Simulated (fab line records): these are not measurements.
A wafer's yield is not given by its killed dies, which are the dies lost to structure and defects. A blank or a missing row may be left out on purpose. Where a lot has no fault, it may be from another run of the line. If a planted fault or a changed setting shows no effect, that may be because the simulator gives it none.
fab line records ; flow sky130
record: lots: 24; wafers: 72; last_day: 50
route steps=708 shown METAL1@439 VIA1@478 METAL2@487 VIA2@519 METAL3@563
lots untouched by any fault: they come from a run of this same line in which no faults occurred
start_h: the number of hours between the record's first day and the start of the first shown wafer of the lot ; wait_h: hours from the lot's prior step to this one ; " identical to the entry in the row above ; L1.1+2: one row covering several wafers at once ; - no value, or no start was given ; * or withheld: withheld ; < > ~ a bound
route shown NAME@n: a module of which the file shows steps, and the number in the route of the first ; usual: the fault-free wafers' mean and standard deviation ; same: alike in all rows ; chamber/n: place in a boat ; sites: readings site by site ; _std_site: the values' standard deviation ; _edge_site: mean of outer sites minus mean of inner sites ; radius_mm: for every site, how far away it sits from the centre of the wafer ; mask NAME#n: copy n ; behind: the tool/chamber that last shaped the wafer ; hold: what put the lot on hold/how long, in hours/how the hold closed ; device: the n, p or np transistor that did not switch ; end of line: the same wafers' tests at the end of the route ; a step with no rows: only its recipe ; killed: not the wafer's yield, but the dies lost to structure and defects at the first sort ; map: shows each die of a wafer: x if killed, . if not, _ if none is there
set.NAME: the run value of the setting; set.NAME@STEP: its run value at that earlier step ; model.NAME: the simulator's own value behind a step, which no gauge read
the route's steps for a sample of lots (tables are steps, rows are wafers)
services: when a tool's chamber went out of use (start_h, in hours from the record's first day, below 0 if earlier), for how many hours, and the reason
== steps ==
step: SKY_METAL1_RS_MEAS_05
recipe: thk_meas_gauge: four-point-probe; reads: TiN_of_METAL1_SPUTTER_04+Ti_of_METAL1_SPUTTER_03+AlCu_of_METAL1_SPUTTER_02+TiN_of_METAL1_SPUTTER_01+Ti_of_METAL1_SPUTTER_00
usual: METAL1_ALCU_RS: 0.1267/0.0017
lot.wafer;tool;chamber;start_h;wait_h;METAL1_ALCU_RS[ohm/sq]
L074.2;film_metro-04;-;748.72;0.0;0.1252
L074.3;film_metro-04;-;748.72;0.0;0.1257
L074.5;film_metro-04;-;748.72;0.0;0.1268
L075.1;film_metro-02;-;752.04;0.0;0.1270
L075.2;film_metro-02;-;752.04;0.0;0.1261
L075.3;film_metro-02;-;752.04;0.0;0.1270
L076.2;film_metro-04;-;756.30;0.0;0.1255
L076.3;film_metro-04;-;756.30;0.0;0.1261
L076.4;film_metro-04;-;756.30;0.0;0.1261
L077.1;film_metro-02;-;759.30;0.0;0.1295
L077.4;film_metro-02;-;759.30;0.0;0.1287
L077.5;film_metro-02;-;759.30;0.0;0.1279
L078.1;film_metro-02;-;760.84;0.0;0.1266
L078.2;film_metro-02;-;760.84;0.0;0.1265
L078.4;film_metro-02;-;760.84;0.0;0.1289
L080.2;film_metro-03;-;784.48;0.0;0.1254
L080.3;film_metro-03;-;784.48;0.0;0.1246
L080.5;film_metro-03;-;784.48;0.0;0.1243
L079.1;film_metro-02;-;786.34;0.0;0.1265
L079.2;film_metro-02;-;786.34;0.0;0.1291
L079.5;film_metro-02;-;786.34;0.0;0.1275
L081.3;film_metro-02;-;790.46;0.1;0.1283
L081.4;film_metro-02;-;790.46;0.1;0.1282
L081.5;film_metro-02;-;790.46;0.1;0.1298
L082.3;film_metro-03;-;797.55;0.1;0.1254
L082.5;film_metro-03;-;797.55;0.1;0.1238
L082.6;film_metro-03;-;797.55;0.1;0.1242
L083.1;film_metro-04;-;809.04;0.0;0.1281
L083.2;film_metro-04;-;809.04;0.0;0.1281
L083.6;film_metro-04;-;809.04;0.0;0.1279
L084.1;film_metro-03;-;821.28;0.0;0.1265
L084.2;film_metro-03;-;821.28;0.0;0.1245
L084.4;film_metro-03;-;821.28;0.0;0.1258
L085.1;film_metro-02;-;831.69;0.0;0.1274
L085.2;film_metro-02;-;831.69;0.0;0.1283
L085.6;film_metro-02;-;831.69;0.0;0.1267
L086.3;film_metro-04;-;836.97;0.1;0.1253
L086.4;film_metro-04;-;836.97;0.1;0.1264
L086.5;film_metro-04;-;836.97;0.1;0.1263
L087.1;film_metro-04;-;842.94;0.0;0.1265
L087.3;film_metro-04;-;842.94;0.0;0.1266
L087.5;film_metro-04;-;842.94;0.0;0.1273
L088.1;film_metro-04;-;845.82;0.0;0.1245
L088.3;film_metro-04;-;845.82;0.0;0.1251
L088.6;film_metro-04;-;845.82;0.0;0.1248
L089.1;film_metro-03;-;851.14;0.0;0.1282
L089.2;film_metro-03;-;851.14;0.0;0.1266
L089.6;film_metro-03;-;851.14;0.0;0.1287
L090.4;film_metro-02;-;862.58;0.1;0.1275
L090.5;film_metro-02;-;862.58;0.1;0.1288
L090.6;film_metro-02;-;862.58;0.1;0.1252
L091.2;film_metro-02;-;865.32;0.0;0.1265
L091.4;film_metro-02;-;865.32;0.0;0.1253
L091.6;film_metro-02;-;865.32;0.0;0.1263
L092.2;film_metro-04;-;879.64;0.0;0.1257
L092.3;film_metro-04;-;879.64;0.0;0.1244
L092.5;film_metro-04;-;879.64;0.0;0.1271
L093.4;film_metro-03;-;889.03;0.1;0.1252
L093.5;film_metro-03;-;889.03;0.1;0.1255
L093.6;film_metro-03;-;889.03;0.1;0.1240
L094.2;film_metro-03;-;889.71;0.0;0.1281
L094.4;film_metro-03;-;889.71;0.0;0.1270
L094.6;film_metro-03;-;889.71;0.0;0.1274
L095.1;film_metro-04;-;896.76;0.0;0.1262
L095.3;film_metro-04;-;896.76;0.0;0.1253
L095.6;film_metro-04;-;896.76;0.0;0.1249
L096.1;film_metro-04;-;899.08;0.0;0.1254
L096.3;film_metro-04;-;899.08;0.0;0.1262
L096.5;film_metro-04;-;899.08;0.0;0.1260
L097.1;film_metro-04;-;909.89;0.0;0.1320
L097.2;film_metro-04;-;909.89;0.0;0.1284
L097.6;film_metro-04;-;909.89;0.0;0.1323
step: SKY_METAL1_THK_MEAS_06
recipe: thk_meas_gauge: xrf; reads: AlCu_of_METAL1_SPUTTER_02
usual: METAL1_ALCU_THK: 252/3.3
lot.wafer;tool;chamber;start_h;wait_h;METAL1_ALCU_THK[nm]
L074.2;film_metro-04;-;748.83;0.1;252
L074.3;film_metro-04;-;748.83;0.1;252
L074.5;film_metro-04;-;748.83;0.1;249
L075.1;film_metro-02;-;752.16;0.1;252
L075.2;film_metro-02;-;752.16;0.1;254
L075.3;film_metro-02;-;752.16;0.1;250
L076.2;film_metro-04;-;756.41;0.1;253
L076.3;film_metro-04;-;756.41;0.1;252
L076.4;film_metro-04;-;756.41;0.1;251
L077.1;film_metro-02;-;759.42;0.1;247
L077.4;film_metro-02;-;759.42;0.1;250
L077.5;film_metro-02;-;759.42;0.1;250
L078.1;film_metro-02;-;760.96;0.1;253
L078.2;film_metro-02;-;760.96;0.1;252
L078.4;film_metro-02;-;760.96;0.1;249
L080.2;film_metro-03;-;784.59;0.1;252
L080.3;film_metro-03;-;784.59;0.1;254
L080.5;film_metro-03;-;784.59;0.1;255
L079.1;film_metro-02;-;786.46;0.1;251
L079.2;film_metro-02;-;786.46;0.1;248
L079.5;film_metro-02;-;786.46;0.1;252
L081.3;film_metro-02;-;790.56;0.1;250
L081.4;film_metro-02;-;790.56;0.1;248
L081.5;film_metro-02;-;790.56;0.1;247
L082.3;film_metro-03;-;797.65;0.1;253
L082.5;film_metro-03;-;797.65;0.1;255
L082.6;film_metro-03;-;797.65;0.1;254
L083.1;film_metro-04;-;809.16;0.1;249
L083.2;film_metro-04;-;809.16;0.1;250
L083.6;film_metro-04;-;809.16;0.1;250
L084.1;film_metro-03;-;821.40;0.1;249
L084.2;film_metro-03;-;821.40;0.1;254
L084.4;film_metro-03;-;821.40;0.1;250
L085.1;film_metro-02;-;831.81;0.1;252
L085.2;film_metro-02;-;831.81;0.1;251
L085.6;film_metro-02;-;831.81;0.1;254
L086.3;film_metro-04;-;837.07;0.1;255
L086.4;film_metro-04;-;837.07;0.1;252
L086.5;film_metro-04;-;837.07;0.1;252
L087.1;film_metro-04;-;843.06;0.1;252
L087.3;film_metro-04;-;843.06;0.1;255
L087.5;film_metro-04;-;843.06;0.1;252
L088.1;film_metro-04;-;845.94;0.1;257
L088.3;film_metro-04;-;845.94;0.1;255
L088.6;film_metro-04;-;845.94;0.1;256
L089.1;film_metro-03;-;851.26;0.1;249
L089.2;film_metro-03;-;851.26;0.1;253
L089.6;film_metro-03;-;851.26;0.1;248
L090.4;film_metro-02;-;862.67;0.1;252
L090.5;film_metro-02;-;862.67;0.1;250
L090.6;film_metro-02;-;862.67;0.1;256
L091.2;film_metro-02;-;865.43;0.1;255
L091.4;film_metro-02;-;865.43;0.1;255
L091.6;film_metro-02;-;865.43;0.1;252
L092.2;film_metro-04;-;879.75;0.1;254
L092.3;film_metro-04;-;879.75;0.1;257
L092.5;film_metro-04;-;879.75;0.1;252
L093.4;film_metro-03;-;889.12;0.1;254
L093.5;film_metro-03;-;889.12;0.1;253
L093.6;film_metro-03;-;889.12;0.1;257
L094.2;film_metro-03;-;889.82;0.1;248
L094.4;film_metro-03;-;889.82;0.1;252
L094.6;film_metro-03;-;889.82;0.1;248
L095.1;film_metro-04;-;896.88;0.1;252
L095.3;film_metro-04;-;896.88;0.1;255
L095.6;film_metro-04;-;896.88;0.1;255
L096.1;film_metro-04;-;899.20;0.1;255
L096.3;film_metro-04;-;899.20;0.1;253
L096.5;film_metro-04;-;899.20;0.1;255
L097.1;film_metro-04;-;910.01;0.1;241
L097.2;film_metro-04;-;910.01;0.1;247
L097.6;film_metro-04;-;910.01;0.1;241
step: SKY_VIA1_SPUTTER_20
recipe: material: TiN; target_thk_nm: 20; chamber_pressure_pa: 5; power_w: 4000; time_s: 80
usual: throttle_valve_pct: 29.8/1.2
lot.wafer;tool;chamber;start_h;wait_h;throttle_valve_pct
L074.2;pvd_sputter-04;-;804.90;0.0;31.4
L074.3;pvd_sputter-04;-;804.90;0.0;29.8
L074.5;pvd_sputter-04;-;804.90;0.0;29.5
L075.1;pvd_sputter-03;-;808.52;0.0;29.4
L075.2;pvd_sputter-03;-;808.52;0.0;30.5
L075.3;pvd_sputter-03;-;808.52;0.0;30.2
L076.2;pvd_sputter-03;-;811.45;0.0;29.6
L076.3;pvd_sputter-03;-;811.45;0.0;30.4
L076.4;pvd_sputter-03;-;811.45;0.0;29.9
L077.1;pvd_sputter-04;-;813.72;0.0;31.6
L077.4;pvd_sputter-04;-;813.72;0.0;29.4
L077.5;pvd_sputter-04;-;813.72;0.0;29.4
L078.1;pvd_sputter-02;-;816.28;0.0;29.6
L078.2;pvd_sputter-02;-;816.28;0.0;29.7
L078.4;pvd_sputter-02;-;816.28;0.0;26.9
L080.2;pvd_sputter-03;-;838.40;0.0;30.1
L080.3;pvd_sputter-03;-;838.40;0.0;30.3
L080.5;pvd_sputter-03;-;838.40;0.0;30.0
L079.1;pvd_sputter-03;-;840.12;0.0;29.8
L079.2;pvd_sputter-03;-;840.12;0.0;30.7
L079.5;pvd_sputter-03;-;840.12;0.0;30.7
L081.3;pvd_sputter-02;-;845.32;0.0;26.9
L081.4;pvd_sputter-02;-;845.32;0.0;29.3
L081.5;pvd_sputter-02;-;845.32;0.0;29.7
L082.3;pvd_sputter-04;-;852.15;0.0;29.3
L082.5;pvd_sputter-04;-;852.15;0.0;31.4
L082.6;pvd_sputter-04;-;852.15;0.0;29.4
L083.1;pvd_sputter-02;-;864.03;0.0;29.6
L083.2;pvd_sputter-02;-;864.03;0.0;29.5
L083.6;pvd_sputter-02;-;864.03;0.0;30.0
L084.1;pvd_sputter-03;-;875.20;0.0;29.3
L084.2;pvd_sputter-03;-;875.20;0.0;29.9
L084.4;pvd_sputter-03;-;875.20;0.0;30.5
L085.1;pvd_sputter-04;-;885.42;0.0;31.6
L085.2;pvd_sputter-04;-;885.42;0.0;31.3
L085.6;pvd_sputter-04;-;885.42;0.0;31.5
L086.3;pvd_sputter-02;-;890.82;0.0;29.8
L086.4;pvd_sputter-02;-;890.82;0.0;27.0
L086.5;pvd_sputter-02;-;890.82;0.0;29.8
L087.1;pvd_sputter-02;-;897.04;0.0;29.8
L087.3;pvd_sputter-02;-;897.04;0.0;30.1
L087.5;pvd_sputter-02;-;897.04;0.0;26.9
L088.1;pvd_sputter-02;-;900.11;0.0;26.6
L088.3;pvd_sputter-02;-;900.11;0.0;29.6
L088.6;pvd_sputter-02;-;900.11;0.0;26.8
L089.1;pvd_sputter-03;-;905.00;0.0;29.2
L089.2;pvd_sputter-03;-;905.00;0.0;30.4
L089.6;pvd_sputter-03;-;905.00;0.0;30.5
L090.4;pvd_sputter-02;-;915.65;0.0;29.7
L090.5;pvd_sputter-02;-;915.65;0.0;29.9
L090.6;pvd_sputter-02;-;915.65;0.0;29.7
L091.2;pvd_sputter-03;-;918.53;0.0;30.4
L091.4;pvd_sputter-03;-;918.53;0.0;30.4
L091.6;pvd_sputter-03;-;918.53;0.0;30.1
L092.2;pvd_sputter-02;-;931.94;0.0;29.4
L092.3;pvd_sputter-02;-;931.94;0.0;29.9
L092.5;pvd_sputter-02;-;931.94;0.0;29.4
L093.4;pvd_sputter-03;-;940.45;0.0;30.5
L093.5;pvd_sputter-03;-;940.45;0.0;30.7
L093.6;pvd_sputter-03;-;940.45;0.0;30.1
L094.2;pvd_sputter-03;-;941.40;0.0;29.9
L094.4;pvd_sputter-03;-;941.40;0.0;29.2
L094.6;pvd_sputter-03;-;941.40;0.0;30.1
L095.1;pvd_sputter-02;-;948.67;0.0;30.0
L095.3;pvd_sputter-02;-;948.67;0.0;29.6
L095.6;pvd_sputter-02;-;948.67;0.0;29.7
L096.1;pvd_sputter-02;-;950.65;0.0;29.5
L096.3;pvd_sputter-02;-;950.65;0.0;26.7
L096.5;pvd_sputter-02;-;950.65;0.0;26.7
L097.1;pvd_sputter-03;-;961.77;0.0;30.6
L097.2;pvd_sputter-03;-;961.77;0.0;30.5
L097.6;pvd_sputter-03;-;961.77;0.0;29.5
step: SKY_METAL2_SPUTTER_04
recipe: material: TiN; target_thk_nm: 70; power_w: 6500; time_s: 58.3; chamber_pressure_pa: 0.4
usual: throttle_valve_pct: 30.4/1.3
lot.wafer;tool;chamber;start_h;wait_h;throttle_valve_pct
L074.2;pvd_sputter-01;-;805.78;0.0;31.2
L074.3;pvd_sputter-01;-;805.78;0.0;30.5
L074.5;pvd_sputter-01;-;805.78;0.0;30.3
L075.1;pvd_sputter-02;-;809.24;0.0;30.1
L075.2;pvd_sputter-02;-;809.24;0.0;29.5
L075.3;pvd_sputter-02;-;809.24;0.0;26.8
L076.2;pvd_sputter-01;-;812.17;0.0;31.2
L076.3;pvd_sputter-01;-;812.17;0.0;30.6
L076.4;pvd_sputter-01;-;812.17;0.0;32.0
L077.1;pvd_sputter-01;-;814.44;0.0;30.5
L077.4;pvd_sputter-01;-;814.44;0.0;31.1
L077.5;pvd_sputter-01;-;814.44;0.0;31.0
L078.1;pvd_sputter-02;-;817.00;0.0;29.6
L078.2;pvd_sputter-02;-;817.00;0.0;29.7
L078.4;pvd_sputter-02;-;817.00;0.0;29.8
L080.2;pvd_sputter-04;-;839.19;0.0;31.4
L080.3;pvd_sputter-04;-;839.19;0.0;30.9
L080.5;pvd_sputter-04;-;839.19;0.0;31.6
L079.1;pvd_sputter-01;-;840.95;0.0;31.8
L079.2;pvd_sputter-01;-;840.95;0.0;31.0
L079.5;pvd_sputter-01;-;840.95;0.0;31.2
L081.3;pvd_sputter-04;-;846.04;0.0;29.3
L081.4;pvd_sputter-04;-;846.04;0.0;31.3
L081.5;pvd_sputter-04;-;846.04;0.0;31.6
L082.3;pvd_sputter-01;-;852.88;0.0;30.4
L082.5;pvd_sputter-01;-;852.88;0.0;31.3
L082.6;pvd_sputter-01;-;852.88;0.0;30.9
L083.1;pvd_sputter-04;-;864.81;0.0;31.6
L083.2;pvd_sputter-04;-;864.81;0.0;31.6
L083.6;pvd_sputter-04;-;864.81;0.0;31.8
L084.1;pvd_sputter-01;-;875.93;0.0;31.1
L084.2;pvd_sputter-01;-;875.93;0.0;31.2
L084.4;pvd_sputter-01;-;875.93;0.0;30.6
L085.1;pvd_sputter-02;-;886.15;0.0;29.4
L085.2;pvd_sputter-02;-;886.15;0.0;26.6
L085.6;pvd_sputter-02;-;886.15;0.0;29.8
L086.3;pvd_sputter-02;-;891.54;0.0;29.8
L086.4;pvd_sputter-02;-;891.54;0.0;30.2
L086.5;pvd_sputter-02;-;891.54;0.0;26.9
L087.1;pvd_sputter-02;-;897.76;0.0;29.7
L087.3;pvd_sputter-02;-;897.76;0.0;29.8
L087.5;pvd_sputter-02;-;897.76;0.0;26.9
L088.1;pvd_sputter-02;-;900.92;0.0;29.9
L088.3;pvd_sputter-02;-;900.92;0.0;29.7
L088.6;pvd_sputter-02;-;900.92;0.0;29.8
L089.1;pvd_sputter-01;-;905.73;0.0;30.8
L089.2;pvd_sputter-01;-;905.73;0.0;30.6
L089.6;pvd_sputter-01;-;905.73;0.0;31.2
L090.4;pvd_sputter-04;-;916.39;0.0;29.3
L090.5;pvd_sputter-04;-;916.39;0.0;31.2
L090.6;pvd_sputter-04;-;916.39;0.0;31.5
L091.2;pvd_sputter-01;-;919.26;0.0;31.1
L091.4;pvd_sputter-01;-;919.26;0.0;30.9
L091.6;pvd_sputter-01;-;919.26;0.0;30.8
L092.2;pvd_sputter-04;-;932.66;0.0;31.6
L092.3;pvd_sputter-04;-;932.66;0.0;31.5
L092.5;pvd_sputter-04;-;932.66;0.0;29.5
L093.4;pvd_sputter-04;-;941.18;0.0;29.3
L093.5;pvd_sputter-04;-;941.18;0.0;31.4
L093.6;pvd_sputter-04;-;941.18;0.0;29.6
L094.2;pvd_sputter-01;-;942.13;0.0;31.2
L094.4;pvd_sputter-01;-;942.13;0.0;31.1
L094.6;pvd_sputter-01;-;942.13;0.0;30.8
L095.1;pvd_sputter-04;-;949.43;0.0;31.3
L095.3;pvd_sputter-04;-;949.43;0.0;31.7
L095.6;pvd_sputter-04;-;949.43;0.0;31.1
L096.1;pvd_sputter-04;-;951.38;0.0;31.5
L096.3;pvd_sputter-04;-;951.38;0.0;31.4
L096.5;pvd_sputter-04;-;951.38;0.0;31.6
L097.1;pvd_sputter-02;-;962.49;0.0;29.4
L097.2;pvd_sputter-02;-;962.49;0.0;30.1
L097.6;pvd_sputter-02;-;962.49;0.0;29.7
step: SKY_VIA2_CD_MEAS_12
recipe: target_cd_nm: 200
usual: cd_nm: 200.0/1.5
lot.wafer;tool;chamber;start_h;wait_h;cd_nm
L074.2;cd_sem-02;-;859.89;-;199.3
L074.3;cd_sem-02;-;859.89;-;200.5
L074.5;cd_sem-02;-;859.89;-;199.0
L075.1;cd_sem-02;-;863.28;-;200.9
L075.2;cd_sem-02;-;863.28;-;201.3
L075.3;cd_sem-02;-;863.28;-;200.6
L076.2;cd_sem-02;-;865.99;-;200.4
L076.3;cd_sem-02;-;865.99;-;197.6
L076.4;cd_sem-02;-;865.99;-;198.5
L077.1;cd_sem-02;-;868.37;-;201.8
L077.4;cd_sem-02;-;868.37;-;202.1
L077.5;cd_sem-02;-;868.37;-;201.4
L078.1;cd_sem-01;-;870.92;-;199.2
L078.2;cd_sem-01;-;870.92;-;200.4
L078.4;cd_sem-01;-;870.92;-;198.8
L080.2;cd_sem-02;-;892.10;-;204.8
L080.3;cd_sem-02;-;892.10;-;205.5
L080.5;cd_sem-02;-;892.10;-;205.0
L079.1;cd_sem-01;-;894.43;-;198.3
L079.2;cd_sem-01;-;894.43;-;197.7
L079.5;cd_sem-01;-;894.43;-;199.5
L081.3;cd_sem-02;-;899.04;-;199.3
L081.4;cd_sem-02;-;899.04;-;199.8
L081.5;cd_sem-02;-;899.04;-;199.2
L082.3;cd_sem-01;-;905.77;-;197.6
L082.5;cd_sem-01;-;905.77;-;199.1
L082.6;cd_sem-01;-;905.77;-;198.9
L083.1;cd_sem-01;-;916.53;-;199.7
L083.2;cd_sem-01;-;916.53;-;200.1
L083.6;cd_sem-01;-;916.53;-;200.8
L084.1;cd_sem-02;-;926.80;-;196.8
L084.2;cd_sem-02;-;926.80;-;197.8
L084.4;cd_sem-02;-;926.80;-;198.8
L085.1;cd_sem-01;-;938.27;-;200.3
L085.2;cd_sem-01;-;938.27;-;200.5
L085.6;cd_sem-01;-;938.27;-;200.6
L086.3;cd_sem-01;-;943.22;-;200.3
L086.4;cd_sem-01;-;943.22;-;200.1
L086.5;cd_sem-01;-;943.22;-;201.0
L087.1;cd_sem-01;-;948.70;-;197.5
L087.3;cd_sem-01;-;948.70;-;199.2
L087.5;cd_sem-01;-;948.70;-;196.9
L088.1;cd_sem-01;-;951.33;-;199.6
L088.3;cd_sem-01;-;951.33;-;200.1
L088.6;cd_sem-01;-;951.33;-;200.0
L089.1;cd_sem-01;-;955.90;-;200.0
L089.2;cd_sem-01;-;955.90;-;201.8
L089.6;cd_sem-01;-;955.90;-;200.1
L090.4;cd_sem-01;-;966.08;-;197.9
L090.5;cd_sem-01;-;966.08;-;198.3
L090.6;cd_sem-01;-;966.08;-;198.0
L091.2;cd_sem-02;-;969.44;-;200.0
L091.4;cd_sem-02;-;969.44;-;200.3
L091.6;cd_sem-02;-;969.44;-;200.4
L092.2;cd_sem-01;-;982.19;-;202.4
L092.3;cd_sem-01;-;982.19;-;201.8
L092.5;cd_sem-01;-;982.19;-;201.0
L093.4;cd_sem-01;-;990.46;-;198.6
L093.5;cd_sem-01;-;990.46;-;200.0
L093.6;cd_sem-01;-;990.46;-;198.0
L094.2;cd_sem-01;-;991.69;-;199.3
L094.4;cd_sem-01;-;991.69;-;199.6
L094.6;cd_sem-01;-;991.69;-;201.0
L095.1;cd_sem-01;-;998.62;-;199.5
L095.3;cd_sem-01;-;998.62;-;200.0
L095.6;cd_sem-01;-;998.62;-;201.5
L096.1;cd_sem-01;-;1000.09;-;200.8
L096.3;cd_sem-01;-;1000.09;-;200.7
L096.5;cd_sem-01;-;1000.09;-;201.0
L097.1;cd_sem-02;-;1011.17;-;199.6
L097.2;cd_sem-02;-;1011.17;-;201.2
L097.6;cd_sem-02;-;1011.17;-;199.4
step: SKY_METAL3_CD_MEAS_13
recipe: target_cd_nm: 300
usual: cd_nm: 300.5/1.4
lot.wafer;tool;chamber;start_h;wait_h;cd_nm
L074.2;cd_sem-01;-;913.20;-;302.3
L074.3;cd_sem-01;-;913.20;-;301.5
L074.5;cd_sem-01;-;913.20;-;300.5
L075.1;cd_sem-02;-;916.70;-;301.0
L075.2;cd_sem-02;-;916.70;-;300.3
L075.3;cd_sem-02;-;916.70;-;301.1
L076.2;cd_sem-01;-;918.99;-;299.6
L076.3;cd_sem-01;-;918.99;-;300.5
L076.4;cd_sem-01;-;918.99;-;299.0
L077.1;cd_sem-01;-;921.82;-;300.7
L077.4;cd_sem-01;-;921.82;-;300.4
L077.5;cd_sem-01;-;921.82;-;299.2
L078.1;cd_sem-01;-;923.22;-;301.0
L078.2;cd_sem-01;-;923.22;-;301.3
L078.4;cd_sem-01;-;923.22;-;300.6
L080.2;cd_sem-01;-;943.55;-;299.6
L080.3;cd_sem-01;-;943.55;-;299.0
L080.5;cd_sem-01;-;943.55;-;298.7
L079.1;cd_sem-02;-;946.07;-;300.2
L079.2;cd_sem-02;-;946.07;-;301.7
L079.5;cd_sem-02;-;946.07;-;299.5
L081.3;cd_sem-01;-;950.56;-;297.7
L081.4;cd_sem-01;-;950.56;-;299.9
L081.5;cd_sem-01;-;950.56;-;298.6
L082.3;cd_sem-02;-;958.62;-;301.1
L082.5;cd_sem-02;-;958.62;-;300.3
L082.6;cd_sem-02;-;958.62;-;301.4
L083.1;cd_sem-02;-;967.97;-;303.2
L083.2;cd_sem-02;-;967.97;-;302.2
L083.6;cd_sem-02;-;967.97;-;302.2
L084.1;cd_sem-01;-;977.13;-;301.0
L084.2;cd_sem-01;-;977.13;-;299.6
L084.4;cd_sem-01;-;977.13;-;300.8
L085.1;cd_sem-01;-;988.87;-;301.9
L085.2;cd_sem-01;-;988.87;-;303.6
L085.6;cd_sem-01;-;988.87;-;301.8
L086.3;cd_sem-01;-;993.31;-;301.2
L086.4;cd_sem-01;-;993.31;-;302.2
L086.5;cd_sem-01;-;993.31;-;302.5
L087.1;cd_sem-01;-;998.50;-;299.0
L087.3;cd_sem-01;-;998.50;-;298.8
L087.5;cd_sem-01;-;998.50;-;299.9
L088.1;cd_sem-01;-;1000.55;-;299.0
L088.3;cd_sem-01;-;1000.55;-;299.6
L088.6;cd_sem-01;-;1000.55;-;298.9
L089.1;cd_sem-02;-;1004.85;-;298.3
L089.2;cd_sem-02;-;1004.85;-;300.1
L089.6;cd_sem-02;-;1004.85;-;297.9
L090.4;cd_sem-01;-;1014.88;-;299.9
L090.5;cd_sem-01;-;1014.88;-;298.4
L090.6;cd_sem-01;-;1014.88;-;299.4
L091.2;cd_sem-02;-;1019.12;-;301.8
L091.4;cd_sem-02;-;1019.12;-;301.6
L091.6;cd_sem-02;-;1019.12;-;301.5
L092.2;cd_sem-01;-;1030.07;-;298.0
L092.3;cd_sem-01;-;1030.07;-;298.0
L092.5;cd_sem-01;-;1030.07;-;298.3
L093.4;cd_sem-02;-;1038.39;-;300.9
L093.5;cd_sem-02;-;1038.39;-;300.5
L093.6;cd_sem-02;-;1038.39;-;300.2
L094.2;cd_sem-01;-;1040.09;-;301.9
L094.4;cd_sem-01;-;1040.09;-;302.6
L094.6;cd_sem-01;-;1040.09;-;303.2
L095.1;cd_sem-02;-;1046.45;-;300.8
L095.3;cd_sem-02;-;1046.45;-;302.0
L095.6;cd_sem-02;-;1046.45;-;301.6
L096.1;cd_sem-01;-;1048.02;-;301.2
L096.3;cd_sem-01;-;1048.02;-;300.1
L096.5;cd_sem-01;-;1048.02;-;302.7
L097.1;cd_sem-02;-;1058.68;-;298.6
L097.2;cd_sem-02;-;1058.68;-;300.3
L097.6;cd_sem-02;-;1058.68;-;299.7
== services ==
tool;chamber;start_h;hours;kind
pvd_sputter-02;-;812.56;2.7;repair
pvd_sputter-01;-;835.41;3.3;repair
pvd_sputter-04;-;886.14;12.2;repair
pvd_sputter-02;0;886.19;-;consumable_replace:kit
pvd_sputter-02;0;886.19;18.0;scheduled_down
pvd_sputter-02;0;886.19;18.0;vent_cycle
pvd_sputter-03;-;894.75;8.1;repair
pvd_sputter-04;-;902.64;3.2;repair
pvd_sputter-01;1;905.78;-;consumable_replace:kit
pvd_sputter-01;1;905.78;18.0;scheduled_down
pvd_sputter-01;1;905.78;18.0;vent_cycle
pvd_sputter-01;-;908.89;2.0;repair
pvd_sputter-04;0;958.13;-;consumable_replace:kit
pvd_sputter-04;0;958.13;18.0;scheduled_down
pvd_sputter-04;0;958.13;18.0;vent_cycle
== key ==
fault none
